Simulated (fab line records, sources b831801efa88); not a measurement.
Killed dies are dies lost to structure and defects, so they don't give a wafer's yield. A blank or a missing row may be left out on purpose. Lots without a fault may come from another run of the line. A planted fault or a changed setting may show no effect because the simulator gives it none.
Which tool did it? | flow gf180mcu | 14 lots, 42 wafers sampled, at 1 step of a route of 602

WHAT THE GAUGES READ, wafer by wafer
GF_M3_OVL_MEAS_15.
lot  | measured     | on         | M3_OVL (nm)
L644 | day 21 07:30 | overlay-02 | -7 -5 -4
L645 | day 21 15:59 | overlay-01 | 7 5 1
L648 | day 23 04:49 | overlay-02 | -5 -8 -3
L649 | day 23 11:40 | overlay-02 | -5 2 -2
L650 | day 23 18:25 | overlay-01 | 7 7 3
L651 | day 24 00:34 | overlay-01 | -6 4 -1
L652 | day 24 09:28 | overlay-02 | 18 2 3
L653 | day 25 00:51 | overlay-02 | 4 4 3
L656 | day 26 00:24 | overlay-02 | 1 5 1
L663 | day 27 16:05 | overlay-01 | -12 -7 -10
L664 | day 27 22:15 | overlay-01 | -4 1 0
L665 | day 28 08:07 | overlay-02 | 9 2 5
L666 | day 28 12:17 | overlay-01 | 4 1 8
L667 | day 28 22:14 | overlay-01 | 7 5 7

WHICH TOOL RAN EACH LOT (tool, then ch and the chambers of the sampled wafers, then the start)
The record holds no process step before these readings.

WHAT THE TOOLS THEMSELVES READ (means of the sampled wafers that have a number; where no wafer has one, the mark that the record gives instead)
The record holds no such reading with a usual standard deviation.

THE ANSWER, worked out from the rows above alone
Rule: what is usual is taken from the lots themselves. Put in order of their means at a reading, lots are off if they are a third of the lots or fewer, leave a main group of 4 or more, and stand apart from it by a gap of 3 or more times the standard deviation of the main group's means; of several such gaps the widest counts. A main group whose means are all the same, to the digits that the tables above print for the reading, isn't used. A lot without any number at a reading at which 4 lots or more have one is off too. The other lots that the step has rows for count as sound. The gauges are gone through in route order, then the tools' own readings, and for those a lot's mean is taken as printed above. The first step at which some lot is off is used, and at that step the reading that is off furthest; a lot without a number counts as furthest.
No lot is off at any reading shown: from this, nothing can be told.

WHAT THE SIMULATOR HAD PUT IN
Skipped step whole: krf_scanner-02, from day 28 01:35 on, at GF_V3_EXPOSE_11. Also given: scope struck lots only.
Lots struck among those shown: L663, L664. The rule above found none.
